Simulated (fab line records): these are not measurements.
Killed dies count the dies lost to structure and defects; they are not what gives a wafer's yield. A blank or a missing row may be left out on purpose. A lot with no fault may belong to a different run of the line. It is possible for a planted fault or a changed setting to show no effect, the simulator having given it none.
The tool behind it: which one? || flow gf180mcu || 11 lots with 33 wafers sampled at 3 steps, on a route of 602 steps

## WHAT THE GAUGES READ, wafer by wafer
GF_MVPSD_TW_MEAS_11.
{"lot": "L152", "measured": "day 5 06:47", "on": "film_metro-03", "MVPSD_TW": "547 548 549"}
{"lot": "L153", "measured": "day 5 12:26", "on": "film_metro-04", "MVPSD_TW": "556 554 554"}
{"lot": "L154", "measured": "day 5 19:31", "on": "film_metro-01", "MVPSD_TW": "550 552 553"}
{"lot": "L157", "measured": "day 6 12:44", "on": "film_metro-04", "MVPSD_TW": "560 559 559"}
{"lot": "L161", "measured": "day 7 13:38", "on": "film_metro-01", "MVPSD_TW": "553 550 551"}
{"lot": "L163", "measured": "day 8 01:31", "on": "film_metro-03", "MVPSD_TW": "551 550 554"}
{"lot": "L164", "measured": "day 8 08:12", "on": "film_metro-04", "MVPSD_TW": "1571 1585 1574"}
{"lot": "L165", "measured": "day 8 11:59", "on": "film_metro-01", "MVPSD_TW": "1561 1560 1553"}
{"lot": "L167", "measured": "day 8 22:38", "on": "film_metro-01", "MVPSD_TW": "1560 1558 1561"}
{"lot": "L172", "measured": "day 10 09:19", "on": "film_metro-04", "MVPSD_TW": "553 548 550"}
{"lot": "L174", "measured": "day 10 18:58", "on": "film_metro-03", "MVPSD_TW": "551 551 549"}

## TOOL THAT RAN EACH LOT (tool first, then ch and the chambers of the sampled wafers, then the start)
{"lot": "L152", "GF_MVSD_COAT_02": "litho_track-04 ch 0, day 4 09:02", "GF_MVSD_STRIP_10": "plasma_asher-04 ch 0,1, day 4 16:28"}
{"lot": "L153", "GF_MVSD_COAT_02": "litho_track-03 ch 0, day 4 13:58", "GF_MVSD_STRIP_10": "plasma_asher-01 ch 0,1, day 4 21:34"}
{"lot": "L154", "GF_MVSD_COAT_02": "litho_track-01 ch 0, day 4 21:03", "GF_MVSD_STRIP_10": "plasma_asher-04 ch 0,1, day 5 04:31"}
{"lot": "L157", "GF_MVSD_COAT_02": "litho_track-04 ch 0, day 5 14:40", "GF_MVSD_STRIP_10": "plasma_asher-04 ch 0,1, day 5 22:07"}
{"lot": "L161", "GF_MVSD_COAT_02": "litho_track-03 ch 0, day 6 13:02", "GF_MVSD_STRIP_10": "plasma_asher-01 ch 0,1, day 6 21:22"}
{"lot": "L163", "GF_MVSD_COAT_02": "litho_track-03 ch 0, day 6 23:50", "GF_MVSD_STRIP_10": "plasma_asher-04 ch 0,1, day 7 08:25"}
{"lot": "L164", "GF_MVSD_COAT_02": "litho_track-03 ch 0, day 7 06:52", "GF_MVSD_STRIP_10": "plasma_asher-04 ch 0,1, day 7 15:16"}
{"lot": "L165", "GF_MVSD_COAT_02": "litho_track-03 ch 0, day 7 10:58", "GF_MVSD_STRIP_10": "plasma_asher-01 ch 0,1, day 7 19:07"}
{"lot": "L167", "GF_MVSD_COAT_02": "litho_track-03 ch 0, day 7 20:23", "GF_MVSD_STRIP_10": "plasma_asher-03 ch 0,1, day 8 05:05"}
{"lot": "L172", "GF_MVSD_COAT_02": "litho_track-04 ch 0, day 9 06:05", "GF_MVSD_STRIP_10": "plasma_asher-01 ch 0,1, day 9 15:17"}
{"lot": "L174", "GF_MVSD_COAT_02": "litho_track-04 ch 0, day 9 15:38", "GF_MVSD_STRIP_10": "plasma_asher-04 ch 0,1, day 10 01:11"}
- GF_MVSD_COAT_02: resist thk 3000 nm.
- GF_MVSD_STRIP_10: strips in O2/N2.

## THE ANSWER, worked out from the rows above alone
Rule: the usual values come from the lots themselves. Put in order of their means at a reading, lots are off if they are a third of the lots or fewer, leave a main group of 4 or more, and stand apart from it by a gap of 3 or more times the standard deviation of the main group's means; of several such gaps the widest counts. The tables above print the reading to a certain number of digits; a main group whose means all agree to those digits is not used. Also off: a lot with no number at a reading for which 4 or more lots have one. Where the step has rows for the other lots, those lots are counted as sound.
Off: L164, L165, L167, seen at GF_MVPSD_TW_MEAS_11 (MVPSD_TW). The main group has a mean of 552 with a standard deviation of 3.2.
If a tool, at a process step before that reading, ran all the lots that are off and no sound lot after the first of them, it fits. Gauges at GF_MVPSD_TW_MEAS_11: tried the same way as those tools. One fits: GF_MVSD_COAT_02 on litho_track-03. A fault onset in the window from L163 (day 6 23:50, its last sound lot) to L164 (day 7 06:52, its first lot off) fits.

## WHAT WAS PUT IN BY THE SIMULATOR
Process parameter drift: litho_track-03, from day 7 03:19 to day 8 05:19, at GF_MVSD_COAT_02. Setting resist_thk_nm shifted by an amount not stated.
Shown lots that were struck: L164, L165, L167. Same finding as the rule above.
